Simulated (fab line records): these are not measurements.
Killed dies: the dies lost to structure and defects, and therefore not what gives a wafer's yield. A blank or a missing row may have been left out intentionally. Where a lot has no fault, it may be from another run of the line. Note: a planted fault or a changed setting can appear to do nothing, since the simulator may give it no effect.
fab line records    flow gf180mcu
record: lots: 24  wafers: 72  lastDay: 34
route steps=602 shown V2@399 V3@446 M4@461 MIM@512 M5@534
lots that met no fault: taken from a fault-free run of the same line
startH: the number of hours between the record's first day and the start of the first shown wafer of the lot    waitH: how many hours have passed since the lot's step before this one    " the same as in the row above    L1.1+2: several wafers, shown together as one row    - no value present, or no start provided    * or withheld: withheld    < > ~ a bound
route shown NAME@n: names a module that has steps shown in the file, with the first one's number in the route    usual: mean and standard deviation over wafers with no fault    same: alike in all rows    chamber/n: place in a boat    sites: readings site by site    _std_site: the values' standard deviation    _edge_site: mean of outer sites minus mean of inner sites    radiusMm: how far each site lies from the wafer's centre    mask NAME#n: copy n    behind: the tool/chamber that last shaped the wafer    hold: why the lot was held/for how many hours/how that ended    device: the transistor (n, p or np) that didn't switch    end of line: the same wafers' tests at the end of the route    where a step has no rows: the recipe by itself    killed: at the first sort, the dies lost to defects and structure; wafer yield is something else    map: a wafer's dies, marking killed ones x, the rest . and places with no die _
set.NAME: the setting as run; set.NAME@STEP: as run at that earlier step    model.NAME: the simulator's own value behind a step, which no gauge read
the route's steps for a sample of lots (tables are steps, rows are wafers)
services: a tool's chamber out of use, with start hour (startH, from the record's first day; less than 0 if before it), hours out, and reason
== steps ==
step: GF_V2_ETCH_17
recipe: chemistry: C4F8/O2/Ar  maskMaterial: KrF  target: SiO2  stopOn: TiN  sourceW: 1500  biasW: 1200  pressureMtorr: 40  c4f8FlowSccm: withheld  O2_flow_sccm: 6  Ar_flow_sccm: 300  timeS: withheld  targetDepthA: 6300
usual: oesProductAu: 0.855/0.004
lot.wafer  tool        chamber  startH  waitH  oesProductAu
L074.2     rieDiel-03  2        -       -      0.853
L074.4     "           0        "       "      0.853
L074.6     "           3        "       "      0.855
L075.2     rieDiel-02  2        -       -      0.854
L075.3     "           0        "       "      0.853
L075.6     "           1        "       "      0.852
L076.1     rieDiel-03  0        -       -      0.863
L076.2     "           2        "       "      0.852
L076.5     "           0        "       "      0.852
L077.1     rieDiel-02  3        -       -      0.863
L077.4     "           0        "       "      0.852
L077.6     "           2        "       "      0.858
L078.3     rieDiel-03  0        -       -      0.853
L078.4     "           1        "       "      0.859
L078.6     "           0        "       "      0.859
L079.3     rieDiel-02  0        -       -      0.858
L079.5     "           0        "       "      0.849
L079.6     "           1        "       "      0.857
L080.3     rieDiel-02  1        -       -      0.861
L080.4     "           2        "       "      0.856
L080.6     "           3        "       "      0.852
L081.2     rieDiel-02  3        -       -      0.848
L081.5     "           0        "       "      0.861
L081.6     "           3        "       "      0.860
L082.1     rieDiel-01  0        -       -      0.856
L082.2     "           3        "       "      0.845
L082.5     "           3        "       "      0.854
L083.2     rieDiel-03  2        -       -      0.850
L083.3     "           1        "       "      0.859
L083.4     "           3        "       "      0.850
L084.1     rieDiel-02  2        -       -      0.856
L084.3     "           0        "       "      0.857
L084.5     "           3        "       "      0.858
L085.1     rieDiel-02  0        -       -      0.854
L085.2     "           1        "       "      0.851
L085.5     "           3        "       "      0.859
L086.3     rieDiel-01  3        -       -      0.856
L086.4     "           1        "       "      0.855
L086.5     "           0        "       "      0.853
L087.1     rieDiel-01  1        -       -      0.858
L087.3     "           3        "       "      0.857
L087.5     "           1        "       "      0.862
L088.1     rieDiel-03  2        -       -      0.851
L088.4     "           1        "       "      0.857
L088.6     "           2        "       "      0.854
L089.1     rieDiel-01  1        -       -      0.852
L089.5     "           2        "       "      0.857
L089.6     "           3        "       "      0.856
L090.2     rieDiel-01  3        -       -      0.853
L090.3     "           1        "       "      0.857
L090.5     "           1        "       "      0.855
L091.2     rieDiel-03  2        -       -      0.856
L091.4     "           0        "       "      0.849
L091.6     "           1        "       "      0.853
L092.2     rieDiel-02  1        -       -      0.851
L092.4     "           0        "       "      0.853
L092.6     "           2        "       "      0.857
L093.3     rieDiel-02  1        -       -      0.850
L093.4     "           2        "       "      0.854
L093.6     "           2        "       "      0.851
L094.2     rieDiel-02  1        -       -      0.857
L094.4     "           0        "       "      0.856
L094.5     "           3        "       "      0.858
L095.1     rieDiel-02  3        -       -      0.853
L095.2     "           1        "       "      0.850
L095.3     "           0        "       "      0.846
L096.4     rieDiel-02  0        -       -      0.848
L096.5     "           0        "       "      0.852
L096.6     "           1        "       "      0.864
L097.1     rieDiel-03  1        -       -      0.848
L097.3     "           2        "       "      0.856
L097.5     "           0        "       "      0.855
step: GF_V3_ETCH_17
recipe: chemistry: C4F8/O2/Ar  maskMaterial: KrF  target: SiO2  stopOn: TiN  sourceW: 1500  biasW: 1200  pressureMtorr: 40  c4f8FlowSccm: withheld  O2_flow_sccm: 6  Ar_flow_sccm: 300  timeS: withheld  targetDepthA: 6350
usual: oesProductAu: 0.855/0.0048
lot.wafer  tool        chamber  startH  waitH  oesProductAu
L074.2     rieDiel-03  1        -       -      0.862
L074.4     "           0        "       "      0.859
L074.6     "           1        "       "      0.847
L075.2     rieDiel-02  2        -       -      0.859
L075.3     "           0        "       "      0.850
L075.6     "           3        "       "      0.848
L076.1     rieDiel-02  0        -       -      0.855
L076.2     "           3        "       "      0.857
L076.5     "           2        "       "      0.854
L077.1     rieDiel-02  0        -       -      0.860
L077.4     "           1        "       "      0.856
L077.6     "           0        "       "      0.857
L078.3     rieDiel-02  3        -       -      0.852
L078.4     "           1        "       "      0.860
L078.6     "           0        "       "      0.852
L079.3     rieDiel-03  3        -       -      0.853
L079.5     "           0        "       "      0.859
L079.6     "           1        "       "      0.854
L080.3     rieDiel-03  0        -       -      0.859
L080.4     "           2        "       "      0.851
L080.6     "           0        "       "      0.849
L081.2     rieDiel-03  2        -       -      0.854
L081.5     "           0        "       "      0.858
L081.6     "           3        "       "      0.853
L082.1     rieDiel-04  0        -       -      0.852
L082.2     "           2        "       "      0.849
L082.5     "           0        "       "      0.849
L083.2     rieDiel-02  2        -       -      0.860
L083.3     "           3        "       "      0.859
L083.4     "           1        "       "      0.866
L084.1     rieDiel-03  2        -       -      0.868
L084.3     "           0        "       "      0.854
L084.5     "           3        "       "      0.861
L085.1     rieDiel-04  1        -       -      0.856
L085.2     "           2        "       "      0.856
L085.5     "           1        "       "      0.855
L086.3     rieDiel-02  1        -       -      0.862
L086.4     "           2        "       "      0.853
L086.5     "           1        "       "      0.852
L087.1     rieDiel-04  1        -       -      0.860
L087.3     "           0        "       "      0.859
L087.5     "           2        "       "      0.851
L088.1     rieDiel-04  2        -       -      0.863
L088.4     "           3        "       "      0.851
L088.6     "           3        "       "      0.854
L089.1     rieDiel-04  3        -       -      0.856
L089.5     "           3        "       "      0.866
L089.6     "           0        "       "      0.854
L090.2     rieDiel-02  1        -       -      0.864
L090.3     "           0        "       "      0.857
L090.5     "           2        "       "      0.848
L091.2     rieDiel-04  3        -       -      0.857
L091.4     "           2        "       "      0.864
L091.6     "           1        "       "      0.858
L092.2     rieDiel-04  0        -       -      0.860
L092.4     "           2        "       "      0.864
L092.6     "           0        "       "      0.847
L093.3     rieDiel-03  1        -       -      0.866
L093.4     "           3        "       "      0.860
L093.6     "           2        "       "      0.855
L094.2     rieDiel-04  3        -       -      0.862
L094.4     "           2        "       "      0.848
L094.5     "           2        "       "      0.851
L095.1     rieDiel-02  0        -       -      0.859
L095.2     "           3        "       "      0.856
L095.3     "           1        "       "      0.849
L096.4     rieDiel-03  1        -       -      0.849
L096.5     "           3        "       "      0.855
L096.6     "           0        "       "      0.862
L097.1     rieDiel-04  1        -       -      0.861
L097.3     "           2        "       "      0.854
L097.5     "           3        "       "      0.862
step: GF_M4_RS_MEAS_05
recipe: thkMeasGauge: four-point-probe  reads: TiN_of_M4_SPUTTER_04+Ti_of_M4_SPUTTER_03+AlCu_of_M4_SPUTTER_02+TiN_of_M4_SPUTTER_01+Ti_of_M4_SPUTTER_00
usual: M4_ALCU_RS: 0.0698/0.00082
lot.wafer  tool          chamber  startH  waitH  M4_ALCU_RS[ohm/sq]
L074.2     filmMetro-02  -        505.64  0.0    0.0700
L074.4     "             -        "       "      0.0691
L074.6     "             -        "       "      0.0697
L075.2     filmMetro-02  -        521.11  0.0    0.0694
L075.3     "             -        "       "      0.0699
L075.6     "             -        "       "      0.0697
L076.1     filmMetro-01  -        523.13  0.0    0.0699
L076.2     "             -        "       "      0.0700
L076.5     "             -        "       "      0.0693
L077.1     filmMetro-01  -        534.42  0.0    0.0701
L077.4     "             -        "       "      0.0703
L077.6     "             -        "       "      0.0713
L078.3     filmMetro-02  -        545.92  0.1    0.0697
L078.4     "             -        "       "      0.0692
L078.6     "             -        "       "      0.0694
L079.3     filmMetro-02  -        555.09  0.1    0.0698
L079.5     "             -        "       "      0.0694
L079.6     "             -        "       "      0.0699
L080.3     filmMetro-01  -        559.96  0.1    0.0708
L080.4     "             -        "       "      0.0701
L080.6     "             -        "       "      0.0707
L081.2     filmMetro-02  -        575.75  0.0    0.0695
L081.5     "             -        "       "      0.0694
L081.6     "             -        "       "      0.0691
L082.1     filmMetro-03  -        576.03  0.0    0.0702
L082.2     "             -        "       "      0.0704
L082.5     "             -        "       "      0.0698
L083.2     filmMetro-03  -        589.84  0.0    0.0698
L083.3     "             -        "       "      0.0699
L083.4     "             -        "       "      0.0691
L084.1     filmMetro-03  -        596.62  0.0    0.0702
L084.3     "             -        "       "      0.0699
L084.5     "             -        "       "      0.0705
L085.1     filmMetro-01  -        609.97  0.0    0.0683
L085.2     "             -        "       "      0.0692
L085.5     "             -        "       "      0.0693
L086.3     filmMetro-01  -        611.08  0.1    0.0707
L086.4     "             -        "       "      0.0702
L086.5     "             -        "       "      0.0710
L087.1     filmMetro-02  -        624.23  0.0    0.0699
L087.3     "             -        "       "      0.0691
L087.5     "             -        "       "      0.0699
L088.1     filmMetro-02  -        631.67  0.0    0.0704
L088.4     "             -        "       "      0.0695
L088.6     "             -        "       "      0.0697
L089.1     filmMetro-03  -        641.35  0.0    0.0687
L089.5     "             -        "       "      0.0679
L089.6     "             -        "       "      0.0690
L090.2     filmMetro-03  -        655.20  0.0    0.0699
L090.3     "             -        "       "      0.0696
L090.5     "             -        "       "      0.0699
L091.2     filmMetro-01  -        663.54  0.0    0.0727
L091.4     "             -        "       "      0.0725
L091.6     "             -        "       "      0.0716
L092.2     filmMetro-03  -        670.17  0.0    0.0710
L092.4     "             -        "       "      0.0706
L092.6     "             -        "       "      0.0706
L093.3     filmMetro-01  -        671.50  0.1    0.0698
L093.4     "             -        "       "      0.0706
L093.6     "             -        "       "      0.0710
L094.2     filmMetro-02  -        675.81  0.0    0.0686
L094.4     "             -        "       "      0.0688
L094.5     "             -        "       "      0.0685
L095.1     filmMetro-01  -        678.53  0.0    0.0696
L095.2     "             -        "       "      0.0695
L095.3     "             -        "       "      0.0693
L096.4     filmMetro-01  -        685.79  0.1    0.0693
L096.5     "             -        "       "      0.0690
L096.6     "             -        "       "      0.0685
L097.1     filmMetro-03  -        694.31  0.0    0.0696
L097.3     "             -        "       "      0.0693
L097.5     "             -        "       "      0.0692
step: GF_MIM_SPUTTER_09
recipe: material: TiN  targetThkNm: 35  powerW: 6500  timeS: 29.2  chamberPressurePa: 0.4
usual: chamberPressurePa: 0.4001/0.00085  throttleValvePct: 29.4/1.1
lot.wafer  tool           chamber  startH  waitH  chamberPressurePa  throttleValvePct
L074.2     pvdSputter-01  -        553.44  0.0    0.4002             28.4
L074.4     "              -        "       "      0.3997             30.9
L074.6     "              -        "       "      0.4006             30.8
L075.2     pvdSputter-04  -        568.56  0.0    0.4003             28.4
L075.3     "              -        "       "      0.3994             31.3
L075.6     "              -        "       "      0.4010             31.1
L076.1     pvdSputter-04  -        570.69  0.0    0.3988             31.1
L076.2     "              -        "       "      0.4036             28.4
L076.5     "              -        "       "      0.3998             27.8
L077.1     pvdSputter-02  -        582.34  0.0    0.4006             29.6
L077.4     "              -        "       "      0.4005             28.0
L077.6     "              -        "       "      0.4000             29.4
L078.3     pvdSputter-01  -        591.66  0.0    0.3992             29.1
L078.4     "              -        "       "      0.4008             31.0
L078.6     "              -        "       "      0.4006             31.2
L079.3     pvdSputter-01  -        602.13  0.0    0.4008             28.9
L079.5     "              -        "       "      0.4010             28.5
L079.6     "              -        "       "      0.4014             28.9
L080.3     pvdSputter-02  -        605.96  0.0    0.3997             27.6
L080.4     "              -        "       "      0.4011             29.5
L080.6     "              -        "       "      0.4010             29.7
L081.2     pvdSputter-04  -        620.89  0.0    0.4005             28.0
L081.5     "              -        "       "      0.3987             28.5
L081.6     "              -        "       "      0.3994             31.0
L082.1     pvdSputter-02  -        621.49  0.0    0.3981             30.1
L082.2     "              -        "       "      0.4017             29.2
L082.5     "              -        "       "      0.4002             29.5
L083.2     pvdSputter-02  -        635.49  0.0    0.4015             29.0
L083.3     "              -        "       "      0.4000             30.0
L083.4     "              -        "       "      0.4004             29.3
L084.1     pvdSputter-02  -        640.23  0.0    0.3995             29.5
L084.3     "              -        "       "      0.3999             30.0
L084.5     "              -        "       "      0.4000             30.0
L085.1     pvdSputter-02  -        653.17  0.0    0.4002             30.0
L085.2     "              -        "       "      0.3992             29.7
L085.5     "              -        "       "      0.4000             30.2
L086.3     pvdSputter-02  -        653.78  0.0    0.4006             29.2
L086.4     "              -        "       "      0.3999             29.4
L086.5     "              -        "       "      0.3983             29.9
L087.1     pvdSputter-04  -        666.22  0.0    0.4001             31.0
L087.3     "              -        "       "      0.4007             28.5
L087.5     "              -        "       "      0.4005             31.1
L088.1     pvdSputter-02  -        672.19  0.0    0.4005             27.8
L088.4     "              -        "       "      0.4004             29.1
L088.6     "              -        "       "      0.4018             30.1
L089.1     pvdSputter-02  -        683.20  0.0    0.4010             30.0
L089.5     "              -        "       "      0.4005             30.2
L089.6     "              -        "       "      0.3988             29.5
L090.2     pvdSputter-01  -        696.04  0.0    0.3999             28.6
L090.3     "              -        "       "      0.3989             30.9
L090.5     "              -        "       "      0.4000             31.1
L091.2     pvdSputter-01  -        704.89  0.0    0.4008             29.3
L091.4     "              -        "       "      0.3996             28.4
L091.6     "              -        "       "      0.3989             28.8
L092.2     pvdSputter-04  -        709.95  0.0    0.3982             28.6
L092.4     "              -        "       "      0.4008             28.4
L092.6     "              -        "       "      0.3999             28.6
L093.3     pvdSputter-04  -        712.51  0.0    0.4009             27.7
L093.4     "              -        "       "      0.3997             28.5
L093.6     "              -        "       "      0.4006             27.7
L094.2     pvdSputter-01  -        715.25  0.0    0.3999             30.5
L094.4     "              -        "       "      0.4006             28.8
L094.5     "              -        "       "      0.4009             30.9
L095.1     pvdSputter-02  -        718.19  0.0    0.3996             27.9
L095.2     "              -        "       "      0.4008             29.0
L095.3     "              -        "       "      0.3998             30.1
L096.4     pvdSputter-04  -        724.55  0.0    0.4008             28.0
L096.5     "              -        "       "      0.4007             27.9
L096.6     "              -        "       "      0.3985             31.3
L097.1     pvdSputter-04  -        733.73  0.0    0.3997             31.1
L097.3     "              -        "       "      0.3999             28.6
L097.5     "              -        "       "      0.3983             28.5
step: GF_MIM_METAL_ETCH_19
recipe: chemistry: Cl2/BCl3  maskMaterial: NOVOLAK  stopOn: Si3N4  targetDepthNm: 324.5  pressureMtorr: 8  icpW: 800  biasW: 140  Cl2_flow_sccm: 80  bcl3FlowSccm: 40  timeS: 54.1
usual: drypumpMotorCurrentA: 5.9/0.5  oesProductAu: 0.942/0.0055  throttleValvePct: 28.281/0.01
lot.wafer  tool         chamber  startH  waitH  drypumpMotorCurrentA  oesProductAu  rfHoursCounterH  throttleValvePct
L074.2     rieMetal-04  1        575.04  0.1    6.3                   0.941         1                28.282
L074.4     "            1        "       "      6.3                   0.946         -                28.278
L074.6     "            1        "       "      6.3                   0.941         -                28.281
L075.2     rieMetal-04  1        589.21  0.1    6.3                   0.935         1                28.281
L075.3     "            0        "       "      6.6                   0.950         -                28.271
L075.6     "            0        "       "      6.6                   0.941         -                28.292
L076.1     rieMetal-02  0        592.21  0.1    5.8                   0.950         10               28.275
L076.2     "            1        "       "      5.2                   0.934         11               28.280
L076.5     "            0        "       "      5.8                   0.938         -                28.289
L077.1     rieMetal-04  1        603.14  0.1    6.3                   0.941         1                28.281
L077.4     "            1        "       "      6.3                   0.942         -                28.275
L077.6     "            0        "       "      6.6                   0.943         -                28.266
L078.3     rieMetal-01  1        612.29  0.1    5.4                   0.940         -                28.282
L078.4     "            0        "       "      5.5                   0.950         -                28.268
L078.6     "            1        "       "      5.4                   0.944         -                28.279
L079.3     rieMetal-01  0        622.82  0.1    5.5                   0.947         -                28.286
L079.5     "            0        "       "      5.5                   0.935         -                28.278
L079.6     "            1        "       "      5.4                   0.933         -                28.283
L080.3     rieMetal-01  0        626.47  0.1    5.5                   0.945         -                28.271
L080.4     "            1        "       "      5.4                   0.947         -                28.274
L080.6     "            0        "       "      5.5                   0.946         -                28.294
L081.2     rieMetal-02  1        641.91  0.1    5.2                   0.944         12               28.267
L081.5     "            1        "       "      5.2                   0.948         -                28.280
L081.6     "            0        "       "      5.8                   0.953         -                28.262
L082.1     rieMetal-04  1        642.29  0.1    6.3                   0.936         3                28.283
L082.2     "            0        "       "      6.6                   0.946         10               28.287
L082.5     "            0        "       "      6.6                   0.941         -                28.280
L083.2     rieMetal-02  0        654.94  0.1    5.8                   0.943         12               28.302
L083.3     "            1        "       "      5.2                   0.938         -                28.284
L083.4     "            0        "       "      5.8                   0.946         -                28.287
L084.1     rieMetal-02  0        659.31  0.1    5.8                   0.941         12               28.269
L084.3     "            0        "       "      5.8                   0.946         -                28.283
L084.5     "            0        "       "      5.8                   0.937         -                28.280
L085.1     rieMetal-04  1        672.29  0.1    6.3                   0.938         4                28.302
L085.2     "            0        "       "      6.6                   0.944         12               28.267
L085.5     "            0        "       "      6.6                   0.941         -                28.304
L086.3     rieMetal-01  1        672.96  0.1    5.4                   0.941         -                28.278
L086.4     "            0        "       "      5.5                   0.944         -                28.285
L086.5     "            1        "       "      5.4                   0.939         -                28.275
L087.1     rieMetal-01  0        684.41  0.1    5.5                   0.950         6                28.278
L087.3     "            0        "       "      5.5                   0.936         -                28.297
L087.5     "            0        "       "      5.5                   0.939         -                28.280
L088.1     rieMetal-04  0        691.29  0.1    6.6                   0.936         12               28.275
L088.4     "            0        "       "      6.6                   0.948         -                28.274
L088.6     "            0        "       "      6.6                   0.943         -                28.291
L089.1     rieMetal-02  1        700.49  0.1    5.2                   0.941         1                28.271
L089.5     "            1        "       "      5.2                   0.943         -                28.285
L089.6     "            0        "       "      5.9                   0.934         -                28.272
L090.2     rieMetal-04  1        713.96  0.1    6.3                   0.939         6                28.297
L090.3     "            1        "       "      6.3                   0.951         -                28.281
L090.5     "            1        "       "      6.3                   0.943         -                28.268
L091.2     rieMetal-01  0        722.19  0.1    5.4                   0.939         8                28.278
L091.4     "            1        "       "      5.4                   0.930         -                28.288
L091.6     "            0        "       "      5.5                   0.941         -                28.277
L092.2     rieMetal-01  1        727.26  0.1    5.4                   0.932         15               28.301
L092.4     "            0        "       "      5.4                   0.943         -                28.280
L092.6     "            1        "       "      5.4                   0.946         -                28.267
L093.3     rieMetal-02  1        729.79  0.1    5.2                   0.944         -                28.282
L093.4     "            0        "       "      5.8                   0.941         -                28.279
L093.6     "            1        "       "      5.2                   0.940         -                28.292
L094.2     rieMetal-04  0        732.54  0.1    6.6                   0.943         14               28.273
L094.4     "            0        "       "      6.6                   0.936         -                28.278
L094.5     "            1        "       "      6.3                   0.938         -                28.273
L095.1     rieMetal-02  0        736.14  0.1    5.8                   0.948         15               28.269
L095.2     "            1        "       "      5.2                   0.948         2                28.271
L095.3     "            0        "       "      5.9                   0.942         -                28.288
L096.4     rieMetal-04  1        741.51  0.1    6.3                   0.945         -                28.289
L096.5     "            0        "       "      6.6                   0.946         -                28.277
L096.6     "            1        "       "      6.3                   0.942         -                28.291
L097.1     rieMetal-01  0        750.84  0.1    5.5                   0.940         9                28.274
L097.3     "            1        "       "      5.4                   0.943         -                28.275
L097.5     "            0        "       "      5.5                   0.937         -                28.281
step: GF_M5_OVL_MEAS_08
usual: M5_OVL: -4/5
lot.wafer  tool        chamber  startH  waitH  M5_OVL[nm]
L074.2     overlay-01  -        596.47  0.1    -9
L074.4     "           -        "       "      0
L074.6     "           -        "       "      -4
L075.2     overlay-02  -        610.87  0.1    -13
L075.3     "           -        "       "      -1
L075.6     "           -        "       "      -7
L076.1     overlay-01  -        613.66  0.1    2
L076.2     "           -        "       "      4
L076.5     "           -        "       "      -4
L077.1     overlay-01  -        624.66  0.1    -4
L077.4     "           -        "       "      3
L077.6     "           -        "       "      6
L078.3     overlay-01  -        633.52  0.1    -12
L078.4     "           -        "       "      2
L078.6     "           -        "       "      2
L079.3     overlay-02  -        642.77  0.1    -6
L079.5     "           -        "       "      -7
L079.6     "           -        "       "      -5
L080.3     overlay-01  -        647.32  0.1    -3
L080.4     "           -        "       "      -7
L080.6     "           -        "       "      -7
L081.2     overlay-02  -        660.62  0.1    2
L081.5     "           -        "       "      0
L081.6     "           -        "       "      2
L082.1     overlay-01  -        661.51  0.1    -3
L082.2     "           -        "       "      -3
L082.5     "           -        "       "      -2
L083.2     overlay-01  -        674.37  0.1    -10
L083.3     "           -        "       "      -2
L083.4     "           -        "       "      -6
L084.1     overlay-02  -        678.61  0.1    -5
L084.3     "           -        "       "      -12
L084.5     "           -        "       "      -10
L085.1     overlay-01  -        691.76  0.1    -6
L085.2     "           -        "       "      -4
L085.5     "           -        "       "      -8
L086.3     overlay-02  -        692.21  0.1    -4
L086.4     "           -        "       "      -2
L086.5     "           -        "       "      -3
L087.1     overlay-02  -        703.46  0.1    -1
L087.3     "           -        "       "      -7
L087.5     "           -        "       "      4
L088.1     overlay-02  -        710.06  0.1    -5
L088.4     "           -        "       "      6
L088.6     "           -        "       "      -3
L089.1     overlay-02  -        718.93  0.1    -15
L089.5     "           -        "       "      -13
L089.6     "           -        "       "      -4
L090.2     overlay-01  -        732.19  0.1    -2
L090.3     "           -        "       "      -7
L090.5     "           -        "       "      -5
L091.2     overlay-02  -        739.42  0.1    -19
L091.4     "           -        "       "      -9
L091.6     "           -        "       "      -6
L092.2     overlay-01  -        744.77  0.1    -2
L092.4     "           -        "       "      -3
L092.6     "           -        "       "      -9
L093.3     overlay-01  -        746.67  0.1    -3
L093.4     "           -        "       "      -4
L093.6     "           -        "       "      -6
L094.2     overlay-01  -        749.66  0.1    -6
L094.4     "           -        "       "      -8
L094.5     "           -        "       "      -10
L095.1     overlay-01  -        753.23  0.1    1
L095.2     "           -        "       "      -4
L095.3     "           -        "       "      -3
L096.4     overlay-02  -        758.65  0.1    -3
L096.5     "           -        "       "      -11
L096.6     "           -        "       "      1
L097.1     overlay-01  -        767.31  0.1    -8
L097.3     "           -        "       "      -3
L097.5     "           -        "       "      -6
== services ==
tool           chamber  startH  hours  kind
rieDiel-03     -        437.73  3.7    repair
pvdSputter-02  -        448.25  4.5    repair
rieMetal-02    1        449.69  11.5   repair
rieMetal-04    -        450.84  1.4    pm
pvdSputter-02  -        453.21  4.3    repair
rieDiel-04     2        465.72  30.8   repair
rieDiel-04     1        481.59  2.2    repair
rieDiel-02     -        493.94  1.2    repair
pvdSputter-02  -        499.35  1.5    repair
pvdSputter-04  -        552.83  0.6    repair
rieDiel-03     1        558.97  12.3   repair
rieDiel-04     0        577.12  8.7    repair
pvdSputter-04  -        579.72  5.8    repair
rieDiel-03     -        617.61  1.0    repair
pvdSputter-04  -        618.03  2.0    repair
rieDiel-02     -        622.33  2.8    pm
pvdSputter-02  -        666.11  0.9    repair
rieDiel-02     3        683.92  1.5    repair
rieDiel-04     0        688.38  27.7   repair
pvdSputter-02  -        697.17  0.5    repair
rieDiel-02     -        704.28  1.2    repair
rieDiel-04     2        736.81  10.2   repair
pvdSputter-02  -        744.08  6.6    repair
rieMetal-04    0        746.68  3.7    repair
== key ==
fault none
